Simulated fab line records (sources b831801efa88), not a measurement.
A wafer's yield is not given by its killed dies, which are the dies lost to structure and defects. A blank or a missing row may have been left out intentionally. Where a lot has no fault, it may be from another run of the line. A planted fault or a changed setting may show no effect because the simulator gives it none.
fab line records | flow gf180mcu
record lots=5 wafers=15 lastDay=33
route steps=602 shown V2@405 M3@409 V3@429
lots untouched by any fault: they come from a run of this same line in which no faults occurred
startH: hours from the record's first day to the start of the lot's first wafer shown | waitH: time in hours since the lot's previous step | " repeats the value in the row above | L1.1+2: one row covering several wafers at once | - value missing, or start not given | * or withheld: withheld | < > ~ a bound
route shown NAME@n: names a module that has steps shown in the file, with the first one's number in the route | usual: mean/standard deviation of fault-free wafers | same: alike in all rows | chamber/n: place in a boat | sites: each site's reading | _std_site: standard deviation of those values | _edge_site: inner sites' mean taken away from outer sites' mean | radiusMm: for every site, how far away it sits from the centre of the wafer | mask NAME#n: copy n | behind: the tool/chamber that last shaped the wafer | hold: why the lot was held/for how many hours/how that ended | device: transistor that didn't switch, given as n, p or np | end of line: the same wafers' tests at the end of the route | a step without rows: its recipe alone | killed: dies that structure and defects cost at the first sort, which is not the same as the wafer's yield | map: per-die view of a wafer (x killed, . not killed, _ where there is no die)
set.NAME: setting as actually run; set.NAME@STEP: the setting as run at that earlier step | model.NAME: the simulator's own value behind a step, which no gauge read
lots at selected steps of the route; one table per step, one row per wafer
services: from which hour (startH, from the record's first day; less than 0 if before it) a tool's chamber was out of use, for how many hours, and why
## steps
# step GF_V2_CVD_23
# recipe material=W targetThkNm=350 timeS=104.94 tempC=400 pressureTorr=40
# usual heaterPowerOuterW=525/24 heaterPowerW=864/39 susceptorTempC=399.99/0.23
# same timeS=104.94
# columns lot.wafer tool chamber startH waitH heaterPowerOuterW heaterPowerW susceptorTempC
L077.2 cvdW-01 1 492.08 0.0 527 887 400.13
L077.3 " 0 " " 557 871 400.03
L077.6 " 0 " " 557 874 399.61
L081.1 cvdW-02 1 531.32 0.0 539 885 399.76
L081.2 " 0 " " 481 798 400.02
L081.5 " 0 " " 483 803 400.12
L086.3 cvdW-02 1 568.94 0.1 537 885 400.11
L086.5 " 0 " " 469 797 399.99
L086.6 " 1 " " 527 890 400.44
L087.1 cvdW-02 1 575.66 0.0 547 887 399.92
L087.2 " 0 " " 478 807 400.13
L087.3 " 1 " " 536 890 400.02
L093.1 cvdW-02 1 622.99 0.0 526 889 399.70
L093.2 " 0 " " 486 808 400.65
L093.3 " 1 " " 524 891 400.17
# step GF_V2_RS_MEAS_24
# recipe thkMeasGauge=four-point-probe reads=W_of_V2_CVD_23+TiN_of_V2_SPUTTER_22+Ti_of_V2_SPUTTER_21
# usual V2_W_RS=0.328/0.0034
# columns lot.wafer tool chamber startH waitH V2_W_RS[ohm/sq]
L077.2 filmMetro-03 - 492.21 0.1 0.328
L077.3 " - " " 0.331
L077.6 " - " " 0.332
L081.1 filmMetro-01 - 531.43 0.1 0.327
L081.2 " - " " 0.326
L081.5 " - " " 0.325
L086.3 filmMetro-03 - 569.05 0.1 0.334
L086.5 " - " " 0.329
L086.6 " - " " 0.331
L087.1 filmMetro-03 - 575.77 0.1 0.324
L087.2 " - " " 0.325
L087.3 " - " " 0.326
L093.1 filmMetro-01 - 623.10 0.1 0.328
L093.2 " - " " 0.323
L093.3 " - " " 0.331
# step GF_V2_THK_MEAS_25
# recipe thkMeasGauge=xrf reads=W_of_V2_CVD_23
# usual V2_W_THK=356/4.6
# columns lot.wafer tool chamber startH waitH V2_W_THK[nm]
L077.2 filmMetro-03 - 492.32 0.1 354
L077.3 " - " " 352
L077.6 " - " " 351
L081.1 filmMetro-01 - 531.55 0.1 354
L081.2 " - " " 355
L081.5 " - " " 357
L086.3 filmMetro-03 - 569.15 0.1 348
L086.5 " - " " 356
L086.6 " - " " 350
L087.1 filmMetro-03 - 575.89 0.1 360
L087.2 " - " " 358
L087.3 " - " " 359
L093.1 filmMetro-01 - 623.22 0.1 358
L093.2 " - " " 363
L093.3 " - " " 355
# step GF_V2_CMP_26
# recipe stopOn=SiO2 downForcePsi=3.5 platenRpm=60 tOverpolishS=15 targetThkNm=0 padVelocityMS=0.94248
# usual edgeZonePressureFrac=0.999/0.0045 motorCurrentA=10.5/1 overpolishRunS=15.000/0.01 timeToEndpointS=83.1/2.6
# columns lot.wafer tool chamber startH waitH edgeZonePressureFrac motorCurrentA overpolishRunS timeToEndpointS
L077.3 cmp-02 1 492.37 0.0 1.001 10.1 14.997 77.9
L077.2 " 3 " " 0.997 10.5 15.016 86.5
L077.6 " 1 " " 1.000 10.6 15.015 77.3
L081.2 cmp-02 2 531.71 0.1 0.998 9.4 15.011 81.4
L081.1 " 3 " " 1.008 9.9 15.010 84.4
L081.5 " 0 " " 1.001 11.2 14.999 84.2
L086.3 cmp-01 3 569.19 0.0 1.008 8.7 15.001 83.6
L086.6 " 3 " " 0.998 8.9 14.991 82.4
L086.5 " 0 " " 0.999 11.4 14.993 81.5
L087.2 cmp-02 1 575.95 0.0 1.001 11.1 14.992 83.0
L087.3 " 2 " " 0.998 8.8 15.007 84.5
L087.1 " 0 " " 0.997 10.7 15.012 91.4
L093.2 cmp-01 2 623.28 0.0 1.004 12.5 15.016 81.8
L093.3 " 0 " " 0.997 10.8 15.003 82.3
L093.1 " 1 " " 1.000 11.2 15.010 83.8
# step GF_M3_SPUTTER_00
# recipe material=Ti targetThkNm=37.5 arrivingIonEnergyEv=80 substrateTempC=200 chamberPressurePa=2 powerW=4000 timeS=150
# usual cathodeDcPowerW=4000.1/0.76 throttleValvePct=29.7/1.6
# same timeS=150
# columns lot.wafer tool chamber startH waitH cathodeDcPowerW throttleValvePct
L077.2 pvdSputter-02 - 492.67 0.1 3999.8 30.7
L077.3 " - " " 3999.6 29.4
L077.6 " - " " 3998.5 29.6
L081.1 pvdSputter-03 - 531.91 0.1 3999.8 29.0
L081.2 " - " " 3999.7 28.9
L081.5 " - " " 4001.3 30.7
L086.3 pvdSputter-04 - 569.49 0.2 3999.9 27.9
L086.5 " - " " 4002.1 30.1
L086.6 " - " " 3999.4 27.6
L087.1 pvdSputter-04 - 576.25 0.1 3999.3 30.1
L087.2 " - " " 3999.3 27.7
L087.3 " - " " 4000.2 32.6
L093.1 pvdSputter-04 - 623.58 0.1 4000.6 27.6
L093.2 " - " " 3998.6 33.0
L093.3 " - " " 4000.1 27.4
# step GF_M3_SPUTTER_01
# recipe material=TiN targetThkNm=30 powerW=6500 timeS=25 chamberPressurePa=0.4
# usual cathodeDcPowerW=6499.9/1.1 throttleValvePct=29.7/1.6
# same timeS=25
# columns lot.wafer tool chamber startH waitH cathodeDcPowerW throttleValvePct
L077.2 pvdSputter-02 - 492.77 0.1 6499.2 31.0
L077.3 " - " " 6498.9 29.6
L077.6 " - " " 6500.4 29.5
L081.1 pvdSputter-03 - 532.01 0.1 6499.3 29.0
L081.2 " - " " 6500.8 29.2
L081.5 " - " " 6499.1 30.8
L086.3 pvdSputter-04 - 569.59 0.1 6499.4 27.5
L086.5 " - " " 6499.6 30.2
L086.6 " - " " 6499.4 27.3
L087.1 pvdSputter-04 - 576.35 0.1 6499.5 30.1
L087.2 " - " " 6500.0 27.9
L087.3 " - " " 6499.7 32.5
L093.1 pvdSputter-04 - 623.68 0.1 6497.7 27.6
L093.2 " - " " 6500.9 32.5
L093.3 " - " " 6498.3 27.7
# step GF_M3_SPUTTER_02
# recipe material=AlCu targetThkNm=450 powerW=10600 timeS=23.9 chamberPressurePa=0.4
# usual cathodeDcPowerW=10600/2.1 throttleValvePct=29.7/1.6
# same timeS=23.9
# columns lot.wafer tool chamber startH waitH cathodeDcPowerW throttleValvePct
L077.2 pvdSputter-02 - 492.80 0.0 10594 30.7
L077.3 " - " " 10601 29.7
L077.6 " - " " 10598 29.4
L081.1 pvdSputter-03 - 532.04 0.0 10604 28.9
L081.2 " - " " 10600 29.4
L081.5 " - " " 10601 30.8
L086.3 pvdSputter-04 - 569.62 0.0 10599 27.6
L086.5 " - " " 10604 30.3
L086.6 " - " " 10599 27.4
L087.1 pvdSputter-04 - 576.38 0.0 10600 30.1
L087.2 " - " " 10603 27.8
L087.3 " - " " 10603 32.7
L093.1 pvdSputter-04 - 623.71 0.0 10601 27.8
L093.2 " - " " 10600 32.4
L093.3 " - " " 10598 27.5
# step GF_M3_SPUTTER_03
# recipe material=Ti targetThkNm=10 substrateTempC=300 chamberPressurePa=0.3 powerW=3000 timeS=6.7
# usual cathodeDcPowerW=2999.9/0.58 throttleValvePct=29.7/1.6
# same timeS=6.7
# columns lot.wafer tool chamber startH waitH cathodeDcPowerW throttleValvePct
L077.2 pvdSputter-02 - 492.83 0.0 2999.6 30.7
L077.3 " - " " 3000.1 29.5
L077.6 " - " " 2999.7 29.4
L081.1 pvdSputter-03 - 532.07 0.0 2999.8 28.5
L081.2 " - " " 3000.1 29.2
L081.5 " - " " 3000.6 30.7
L086.3 pvdSputter-04 - 569.65 0.0 2998.9 27.4
L086.5 " - " " 2999.3 30.3
L086.6 " - " " 3000.1 27.6
L087.1 pvdSputter-04 - 576.41 0.0 3000.8 30.4
L087.2 " - " " 2999.8 27.8
L087.3 " - " " 3000.2 32.3
L093.1 pvdSputter-04 - 623.74 0.0 2999.3 27.5
L093.2 " - " " 3000.8 32.7
L093.3 " - " " 2999.6 27.1
# step GF_M3_SPUTTER_04
# recipe material=TiN targetThkNm=50 powerW=6500 timeS=41.7 chamberPressurePa=0.4
# usual cathodeDcPowerW=6500.1/1.2 throttleValvePct=29.8/1.6
# same timeS=41.7
# columns lot.wafer tool chamber startH waitH cathodeDcPowerW throttleValvePct
L077.2 pvdSputter-02 - 492.85 0.0 6500.9 30.7
L077.3 " - " " 6500.8 29.8
L077.6 " - " " 6501.3 29.4
L081.1 pvdSputter-03 - 532.09 0.0 6497.5 29.0
L081.2 " - " " 6500.2 29.1
L081.5 " - " " 6499.6 30.6
L086.3 pvdSputter-04 - 569.67 0.0 6499.0 27.9
L086.5 " - " " 6497.6 30.3
L086.6 " - " " 6499.6 27.5
L087.1 pvdSputter-04 - 576.43 0.0 6499.0 30.2
L087.2 " - " " 6498.4 27.7
L087.3 " - " " 6501.9 32.9
L093.1 pvdSputter-04 - 623.76 0.0 6501.4 27.6
L093.2 " - " " 6501.3 32.4
L093.3 " - " " 6500.5 27.6
# step GF_M3_RS_MEAS_05
# recipe thkMeasGauge=four-point-probe reads=TiN_of_M3_SPUTTER_04+Ti_of_M3_SPUTTER_03+AlCu_of_M3_SPUTTER_02+TiN_of_M3_SPUTTER_01+Ti_of_M3_SPUTTER_00
# usual M3_ALCU_RS=0.0694/0.00065
# columns lot.wafer tool chamber startH waitH M3_ALCU_RS[ohm/sq]
L077.2 filmMetro-02 - 492.91 0.0 0.0692
L077.3 " - " " 0.0700
L077.6 " - " " 0.0700
L081.1 filmMetro-01 - 532.13 0.0 0.0700
L081.2 " - " " 0.0707
L081.5 " - " " 0.0705
L086.3 filmMetro-01 - 569.75 0.1 0.0702
L086.5 " - " " 0.0696
L086.6 " - " " 0.0701
L087.1 filmMetro-01 - 576.47 0.0 0.0695
L087.2 " - " " 0.0696
L087.3 " - " " 0.0696
L093.1 filmMetro-02 - 623.80 0.0 0.0705
L093.2 " - " " 0.0707
L093.3 " - " " 0.0702
# step GF_M3_THK_MEAS_06
# recipe thkMeasGauge=xrf reads=AlCu_of_M3_SPUTTER_02
# usual M3_ALCU_THK=453/4.8
# columns lot.wafer tool chamber startH waitH M3_ALCU_THK[nm]
L077.2 filmMetro-02 - 493.02 0.1 456
L077.3 " - " " 450
L077.6 " - " " 450
L081.1 filmMetro-01 - 532.25 0.1 449
L081.2 " - " " 441
L081.5 " - " " 447
L086.3 filmMetro-01 - 569.85 0.1 445
L086.5 " - " " 449
L086.6 " - " " 446
L087.1 filmMetro-01 - 576.59 0.1 450
L087.2 " - " " 448
L087.3 " - " " 447
L093.1 filmMetro-02 - 623.92 0.1 448
L093.2 " - " " 447
L093.3 " - " " 447
# step GF_M3_DEHYDRATE_07
# recipe tempC=200 timeS=60
# usual plateTempC=199.99/0.17
# same timeS=60
# columns lot.wafer tool chamber startH waitH plateTempC
L077.2 lithoTrack-01 0 504.32 11.3 199.46
L077.3 " 0 " " 199.98
L077.6 " 0 " " 199.80
L081.1 lithoTrack-03 0 542.83 10.6 200.15
L081.2 " 0 " " 200.24
L081.5 " 0 " " 199.98
L086.3 lithoTrack-03 0 579.88 10.0 199.86
L086.5 " 0 " " 199.96
L086.6 " 0 " " 200.06
L087.1 lithoTrack-01 0 586.49 9.9 200.08
L087.2 " 0 " " 199.84
L087.3 " 0 " " 200.14
L093.1 lithoTrack-02 0 633.68 9.7 199.85
L093.2 " 0 " " 199.92
L093.3 " 0 " " 200.10
# step GF_M3_HMDS_08
# recipe primeTimeS=60 primeTempC=120
# columns lot.wafer tool chamber startH waitH
L077.2+3+6 lithoTrack-01 0 504.47 0.1
L081.1+2+5 lithoTrack-03 0 542.98 0.1
L086.3+5+6 lithoTrack-03 0 580.03 0.1
L087.1+2+3 lithoTrack-01 0 586.64 0.1
L093.1+2+3 lithoTrack-02 0 633.83 0.1
# step GF_M3_COAT_09
# recipe resist=KrF spinRpm=withheld resistThkNm=1000
# columns lot.wafer tool chamber startH waitH
L077.2+3+6 lithoTrack-01 0 504.62 0.1
L081.1+2+5 lithoTrack-03 0 543.13 0.1
L086.3+5+6 lithoTrack-03 0 580.18 0.1
L087.1+2+3 lithoTrack-01 0 586.79 0.1
L093.1+2+3 lithoTrack-02 0 633.98 0.1
# step GF_M3_SOFTBAKE_10
# recipe tempC=130 timeS=60 resist=KrF
# usual plateTempC=129.98/0.14
# same timeS=60
# columns lot.wafer tool chamber startH waitH plateTempC
L077.2 lithoTrack-01 0 504.77 0.1 130.18
L077.3 " 0 " " 130.02
L077.6 " 0 " " 130.01
L081.1 lithoTrack-03 0 543.28 0.1 130.07
L081.2 " 0 " " 130.11
L081.5 " 0 " " 130.29
L086.3 lithoTrack-03 0 580.33 0.1 129.99
L086.5 " 0 " " 130.01
L086.6 " 0 " " 129.91
L087.1 lithoTrack-01 0 586.94 0.1 130.27
L087.2 " 0 " " 130.29
L087.3 " 0 " " 130.05
L093.1 lithoTrack-02 0 634.13 0.1 130.06
L093.2 " 0 " " 129.78
L093.3 " 0 " " 130.00
# step GF_M3_EXPOSE_11
# recipe maskId=Metal3 targetCdNm=280 na=0.68 sourceShape=conventional sigmaOuter=0.6 doseMj=28
# usual focusOffsetNm=0.1/0.53
# columns lot.wafer tool chamber startH waitH mask focusOffsetNm
L077.2 krfScanner-01 0 - - Metal3#0 0.3
L077.3 " 0 " " Metal3#0 0.0
L077.6 " 0 " " Metal3#0 -0.4
L081.1 krfScanner-01 0 - - Metal3#0 0.2
L081.2 " 0 " " Metal3#0 1.1
L081.5 " 0 " " Metal3#0 0.3
L086.3 krfScanner-02 0 - - Metal3#0 -0.6
L086.5 " 0 " " Metal3#0 0.1
L086.6 " 0 " " Metal3#0 -0.6
L087.1 krfScanner-01 0 - - Metal3#0 0.7
L087.2 " 0 " " Metal3#0 0.6
L087.3 " 0 " " Metal3#0 1.0
L093.1 krfScanner-02 0 - - Metal3#0 -0.4
L093.2 " 0 " " Metal3#0 -0.2
L093.3 " 0 " " Metal3#0 -0.6
# step GF_M3_PEB_12
# recipe pebTempC=135 pebTimeS=90 resist=KrF
# usual plateTempC=135.00/0.14
# columns lot.wafer tool chamber startH waitH plateTempC
L077.2 lithoTrack-02 0 - - 135.09
L077.3 " 0 " " 134.78
L077.6 " 0 " " 134.82
L081.1 lithoTrack-01 0 - - 134.95
L081.2 " 0 " " 135.11
L081.5 " 0 " " 134.88
L086.3 lithoTrack-02 0 - - 135.05
L086.5 " 0 " " 135.17
L086.6 " 0 " " 134.96
L087.1 lithoTrack-02 0 - - 134.90
L087.2 " 0 " " 134.81
L087.3 " 0 " " 134.83
L093.1 lithoTrack-03 0 - - 135.00
L093.2 " 0 " " 134.81
L093.3 " 0 " " 134.87
# step GF_M3_DEVELOP_13
# recipe developTimeS=60 devTempC=21
# usual developerTempC=21.01/0.11
# columns lot.wafer tool chamber startH waitH developerTempC
L077.2 lithoTrack-02 0 516.21 0.2 21.08
L077.3 " 0 " " 21.01
L077.6 " 0 " " 21.06
L081.1 lithoTrack-01 0 554.44 0.2 20.95
L081.2 " 0 " " 21.04
L081.5 " 0 " " 20.87
L086.3 lithoTrack-02 0 591.28 0.1 21.03
L086.5 " 0 " " 21.06
L086.6 " 0 " " 21.29
L087.1 lithoTrack-02 0 598.13 0.2 20.99
L087.2 " 0 " " 20.91
L087.3 " 0 " " 20.97
L093.1 lithoTrack-03 0 644.08 0.2 21.03
L093.2 " 0 " " 21.08
L093.3 " 0 " " 20.99
# step GF_M3_CD_MEAS_14
# recipe targetCdNm=280
# usual cdNm=279.3/1.4
# columns lot.wafer tool chamber startH waitH cdNm
L077.2 cdSem-02 - 516.35 0.1 277.4
L077.3 " - " " 276.5
L077.6 " - " " 276.8
L081.1 cdSem-02 - 554.59 0.1 279.4
L081.2 " - " " 281.2
L081.5 " - " " 281.8
L086.3 cdSem-02 - 591.42 0.1 278.3
L086.5 " - " " 278.5
L086.6 " - " " 279.0
L087.1 cdSem-02 - 598.28 0.1 279.1
L087.2 " - " " 278.5
L087.3 " - " " 277.4
L093.1 cdSem-02 - 644.25 0.1 279.3
L093.2 " - " " 279.9
L093.3 " - " " 279.4
# step GF_M3_OVL_MEAS_15
# usual M3_OVL=-4/4.4
# columns lot.wafer tool chamber startH waitH M3_OVL[nm]
L077.2 overlay-01 - 516.46 0.1 -1
L077.3 " - " " -8
L077.6 " - " " -6
L081.1 overlay-01 - 554.71 0.1 -2
L081.2 " - " " -8
L081.5 " - " " 0
L086.3 overlay-02 - 591.51 0.1 3
L086.5 " - " " -7
L086.6 " - " " 1
L087.1 overlay-01 - 598.40 0.1 -3
L087.2 " - " " -3
L087.3 " - " " -4
L093.1 overlay-01 - 644.37 0.1 0
L093.2 " - " " -3
L093.3 " - " " -3
# step GF_M3_METAL_ETCH_16
# recipe chemistry=Cl2/BCl3 maskMaterial=KrF targetDepthNm=750.8 stopOn=SiO2 pressureMtorr=8 icpW=800 biasW=140 Cl2_flow_sccm=80 bcl3FlowSccm=40 timeS=125.1
# usual chamberPressureMTorr=7.999/0.0077 drypumpMotorCurrentA=5.8/0.47 oesProductAu=0.990/0.0054 throttleValvePct=28.229/0.0096
# same timeS=125.1
# columns lot.wafer tool chamber startH waitH chamberPressureMTorr drypumpMotorCurrentA oesProductAu rfHoursCounterH throttleValvePct
L077.2 rieMetal-01 1 516.49 0.0 8.004 6.6 1.001 10 28.217
L077.3 " 1 " " 8.007 6.6 0.984 - 28.233
L077.6 " 0 " " 7.993 5.9 0.994 - 28.222
L081.1 rieMetal-03 0 554.75 0.0 7.996 5.8 0.987 13 28.244
L081.2 " 1 " " 8.010 5.1 0.998 4 28.216
L081.5 " 1 " " 7.999 5.1 0.982 - 28.234
L086.3 rieMetal-02 1 591.58 0.1 7.991 5.9 0.996 - 28.231
L086.5 " 0 " " 7.990 5.3 0.989 - 28.232
L086.6 " 1 " " 8.001 5.9 0.991 - 28.228
L087.1 rieMetal-01 1 598.44 0.0 7.993 6.6 0.993 12 28.233
L087.2 " 0 " " 8.010 5.9 0.983 10 28.243
L087.3 " 0 " " 8.015 5.9 0.987 - 28.235
L093.1 rieMetal-02 0 644.41 0.0 7.999 5.3 0.983 13 28.223
L093.2 " 0 " " 7.996 5.3 0.977 - 28.239
L093.3 " 0 " " 7.987 5.3 0.991 - 28.220
# step GF_M3_STRIP_17
# recipe chemistry=O2/N2 powerW=1400 pressureMtorr=1500 platenTempC=250 o2FlowSccm=3000 n2FlowSccm=300 overashFraction=0.5
# usual chamberPressureMTorr=1499.8/1.4 drypumpMotorCurrentA=5.8/0.64 heaterPowerW=318/10 oesProductAu=0.538/0.0047 stripTimeToEndpointS=7.39/0.047
# columns lot.wafer tool chamber startH waitH chamberPressureMTorr drypumpMotorCurrentA heaterPowerW oesProductAu rfHoursCounterH stripTimeToEndpointS
L077.2 plasmaAsher-01 0 516.62 0.1 1498.5 6.8 324 0.537 41 7.36
L077.3 " 0 " " 1500.4 6.8 323 0.536 - 7.28
L077.6 " 0 " " 1501.6 6.8 326 0.540 - 7.37
L081.1 plasmaAsher-03 0 554.88 0.1 1500.5 5.5 335 0.539 95 7.38
L081.2 " 1 " " 1499.3 5.0 304 0.538 95 7.37
L081.5 " 0 " " 1501.5 5.5 333 0.535 - 7.39
L086.3 plasmaAsher-03 1 591.70 0.1 1501.6 5.0 306 0.537 - 7.42
L086.5 " 1 " " 1500.2 5.0 307 0.538 - 7.42
L086.6 " 0 " " 1500.1 5.5 327 0.534 - 7.40
L087.1 plasmaAsher-03 1 598.57 0.1 1499.5 5.0 303 0.536 100 7.37
L087.2 " 0 " " 1499.6 5.5 334 0.542 100 7.39
L087.3 " 1 " " 1501.1 5.0 305 0.542 - 7.39
L093.1 plasmaAsher-02 1 644.66 0.2 1500.7 6.4 313 0.542 91 7.40
L093.2 " 0 " " 1499.7 5.7 304 0.543 91 7.42
L093.3 " 1 " " 1495.6 6.5 321 0.542 - 7.39
# step GF_M3_STRIP_18
# recipe chemistry=postEtchResidueRemover timeS=1200 tempC=72.5
# same timeS=1200
# columns lot.wafer tool chamber startH waitH
L077.2+3+6 wetBench-01 2 516.72 0.1
L081.1+2+5 wetBench-03 2 554.98 0.1
L086.3+5+6 wetBench-03 1 591.77 0.0
L087.1+2+3 wetBench-01 2 598.67 0.1
L093.1+2+3 wetBench-02 0 644.76 0.1
# step GF_M3_CLEAN_19
# recipe chemistry=DIW dry=n2Spin
# columns lot.wafer tool chamber startH waitH
L077.2+3+6 wetBench-02 1 517.06 0.0
L081.1+2+5 wetBench-02 3 555.32 0.0
L086.3+5+6 wetBench-03 3 592.19 0.1
L087.1+2+3 wetBench-03 2 599.01 0.0
L093.1+2+3 wetBench-01 2 645.14 0.0
# step GF_V3_CVD_00
# recipe material=SiO2 targetThkNm=600 sigmaOpenFrac=0.3 tempC=400 timeS=100 sih4FlowSccm=60 pressureMtorr=6
# usual susceptorTempC=399.99/0.22
# same timeS=100
# columns lot.wafer tool chamber startH waitH susceptorTempC
L077.2 hdpcvd-01 1 517.15 0.0 399.93
L077.3 " 0 " " 399.88
L077.6 " 0 " " 399.71
L081.1 hdpcvd-02 1 555.41 0.0 399.77
L081.2 " 0 " " 399.69
L081.5 " 1 " " 399.65
L086.3 hdpcvd-01 2 592.29 0.0 400.10
L086.5 " 2 " " 400.39
L086.6 " 0 " " 399.96
L087.1 hdpcvd-01 1 599.12 0.0 399.91
L087.2 " 2 " " 400.29
L087.3 " 0 " " 399.97
L093.1 hdpcvd-02 1 645.23 0.0 399.85
L093.2 " 2 " " 400.14
L093.3 " 0 " " 400.05
# step GF_V3_THK_MEAS_01
# recipe reads=SiO2_of_V3_CVD_00
# usual V3_CVD_00_THK=600/5.3
# columns lot.wafer tool chamber startH waitH V3_CVD_00_THK[nm]
L077.2 filmMetro-03 - 517.23 0.0 600
L077.3 " - " " 592
L077.6 " - " " 603
L081.1 filmMetro-04 - 555.48 0.0 597
L081.2 " - " " 598
L081.5 " - " " 601
L086.3 filmMetro-04 - 592.39 0.1 596
L086.5 " - " " 588
L086.6 " - " " 599
L087.1 filmMetro-03 - 599.19 0.0 614
L087.2 " - " " 604
L087.3 " - " " 607
L093.1 filmMetro-03 - 645.30 0.0 600
L093.2 " - " " 598
L093.3 " - " " 604
# step GF_V3_CVD_02
# recipe material=SiO2 targetThkNm=850 precursor=TEOS tempC=400 timeS=94.851 rfW=600
# usual heaterPowerOuterW=353/71 heaterPowerW=616/89 susceptorTempC=399.98/0.21
# same timeS=94.851
# columns lot.wafer tool chamber startH waitH heaterPowerOuterW heaterPowerW susceptorTempC
L077.2 pecvd-03 1 517.28 0.0 429 697 399.80
L077.3 " 0 " " 336 603 399.71
L077.6 " 1 " " 476 716 399.87
L081.1 pecvd-01 2 555.54 0.1 416 771 400.10
L081.2 " 0 " " 266 525 400.00
L081.5 " 2 " " 311 617 399.78
L086.3 pecvd-03 2 592.43 0.0 338 570 399.79
L086.5 " 1 " " 406 647 399.95
L086.6 " 2 " " 373 627 400.08
L087.1 pecvd-01 2 599.25 0.1 405 741 399.85
L087.2 " 0 " " 209 443 400.26
L087.3 " 1 " " 455 801 400.39
L093.1 pecvd-03 2 645.36 0.1 409 658 399.25
L093.2 " 0 " " 327 615 399.74
L093.3 " 1 " " 417 657 399.97
# step GF_V3_THK_MEAS_03
# recipe reads=SiO2_of_V3_CVD_02
# usual V3_CVD_02_THK=852/10
# columns lot.wafer tool chamber startH waitH V3_CVD_02_THK[nm]
L077.2 filmMetro-02 - 517.36 0.0 834
L077.3 " - " " 848
L077.6 " - " " 852
L081.1 filmMetro-02 - 555.61 0.0 854
L081.2 " - " " 848
L081.5 " - " " 857
L086.3 filmMetro-04 - 592.52 0.1 827
L086.5 " - " " 853
L086.6 " - " " 848
L087.1 filmMetro-04 - 599.32 0.0 840
L087.2 " - " " 837
L087.3 " - " " 836
L093.1 filmMetro-02 - 645.43 0.0 845
L093.2 " - " " 851
L093.3 " - " " 845
# step GF_V3_CMP_04
# recipe material=SiO2 downForcePsi=4 platenRpm=60 padVelocityMS=0.94248
# usual edgeZonePressureFrac=1.001/0.0048 motorCurrentA=11.3/1.2 timeToEndpointS=79/4.9
# columns lot.wafer tool chamber startH waitH edgeZonePressureFrac motorCurrentA timeToEndpointS
L077.3 cmp-01 2 517.41 0.0 0.998 13.7 82
L077.2 " 1 " " 0.997 13.0 81
L077.6 " 2 " " 0.998 13.9 82
L081.1 cmp-02 0 555.67 0.1 1.009 12.0 80
L081.2 " 1 " " 1.006 11.5 73
L081.5 " 0 " " 1.002 11.6 81
L086.3 cmp-02 1 592.66 0.1 1.000 11.6 71
L086.5 " 3 " " 1.005 10.5 79
L086.6 " 0 " " 0.998 11.8 80
L087.2 cmp-01 2 599.38 0.0 0.996 13.4 70
L087.1 " 3 " " 0.995 9.5 75
L087.3 " 1 " " 1.006 11.7 75
L093.3 cmp-01 0 645.49 0.0 1.004 12.1 74
L093.1 " 2 " " 1.003 14.1 70
L093.2 " 3 " " 0.996 9.3 77
# step GF_V3_BOW_MEAS_05
# recipe mode=bow
# usual V3_BOW=116/8.7
# columns lot.wafer tool chamber startH waitH V3_BOW[um]
L077.2 filmMetro-04 - 517.73 0.1 114
L077.3 " - " " 103
L077.6 " - " " 111
L081.1 filmMetro-02 - 555.97 0.2 99
L081.2 " - " " 112
L081.5 " - " " 116
L086.3 filmMetro-04 - 592.90 0.2 121
L086.5 " - " " 122
L086.6 " - " " 109
L087.1 filmMetro-04 - 599.68 0.2 112
L087.2 " - " " 119
L087.3 " - " " 112
L093.1 filmMetro-02 - 645.79 0.1 128
L093.2 " - " " 120
L093.3 " - " " 125
# step GF_V3_DEHYDRATE_06
# recipe tempC=200 timeS=60
# usual plateTempC=199.98/0.15
# same timeS=60
# columns lot.wafer tool chamber startH waitH plateTempC
L077.2 lithoTrack-04 0 528.86 11.1 199.74
L077.3 " 0 " " 199.81
L077.6 " 0 " " 199.77
L081.1 lithoTrack-03 0 566.48 10.5 199.94
L081.2 " 0 " " 199.96
L081.5 " 0 " " 199.87
L086.3 lithoTrack-03 0 602.58 9.7 199.97
L086.5 " 0 " " 199.98
L086.6 " 0 " " 200.12
L087.1 lithoTrack-04 0 609.23 9.5 200.22
L087.2 " 0 " " 200.14
L087.3 " 0 " " 200.10
L093.1 lithoTrack-03 0 654.98 9.2 199.94
L093.2 " 0 " " 199.87
L093.3 " 0 " " 200.03
# step GF_V3_HMDS_07
# recipe primeTimeS=60 primeTempC=120
# columns lot.wafer tool chamber startH waitH
L077.2+3+6 lithoTrack-04 0 529.01 0.1
L081.1+2+5 lithoTrack-03 0 566.63 0.1
L086.3+5+6 lithoTrack-03 0 602.73 0.1
L087.1+2+3 lithoTrack-04 0 609.38 0.1
L093.1+2+3 lithoTrack-03 0 655.13 0.1
# step GF_V3_COAT_08
# recipe resist=BARC tempC=withheld timeS=withheld spinRpm=withheld resistThkNm=withheld
# columns lot.wafer tool chamber startH waitH
L077.2+3+6 lithoTrack-04 0 529.16 0.1
L081.1+2+5 lithoTrack-03 0 566.78 0.1
L086.3+5+6 lithoTrack-03 0 602.88 0.1
L087.1+2+3 lithoTrack-04 0 609.53 0.1
L093.1+2+3 lithoTrack-03 0 655.28 0.1
# step GF_V3_COAT_09
# recipe resist=KrF spinRpm=withheld resistThkNm=1000
# columns lot.wafer tool chamber startH waitH
L077.2+3+6 lithoTrack-04 0 - -
L081.1+2+5 lithoTrack-03 0 - -
L086.3+5+6 lithoTrack-03 0 - -
L087.1+2+3 lithoTrack-04 0 - -
L093.1+2+3 lithoTrack-03 0 - -
## services
# columns tool chamber startH hours kind
wetBench-02 - 472.89 3.2 repair
krfScanner-01 - 480.29 1.3 pm
cmp-02 - 499.91 1.3 repair
plasmaAsher-03 - 507.64 1.9 repair
pvdSputter-03 - 509.71 2.5 repair
cmp-01 - 522.44 11.9 pm
cvdW-02 - 528.86 2.1 repair
krfScanner-01 - 533.02 1.0 pm
pvdSputter-02 - 535.81 6.8 repair
pvdSputter-02 - 560.63 5.4 repair
hdpcvd-01 - 569.57 18.2 repair
cvdW-02 1 571.36 2.0 repair
cmp-01 - 572.16 4.0 pm
wetBench-01 - 577.38 3.6 repair
wetBench-02 - 581.89 25.2 repair
cmp-02 - 584.31 2.5 repair
pvdSputter-03 - 587.65 2.4 repair
hdpcvd-01 - 593.40 1.7 repair
cmp-02 - 615.49 6.6 pm
cvdW-02 - 617.67 0.9 repair
krfScanner-01 - 617.86 0.8 pm
pecvd-03 0 620.83 1.7 repair
cmp-02 - 623.57 0.2 repair
cvdW-02 - 635.97 3.8 pm
## key
fault none
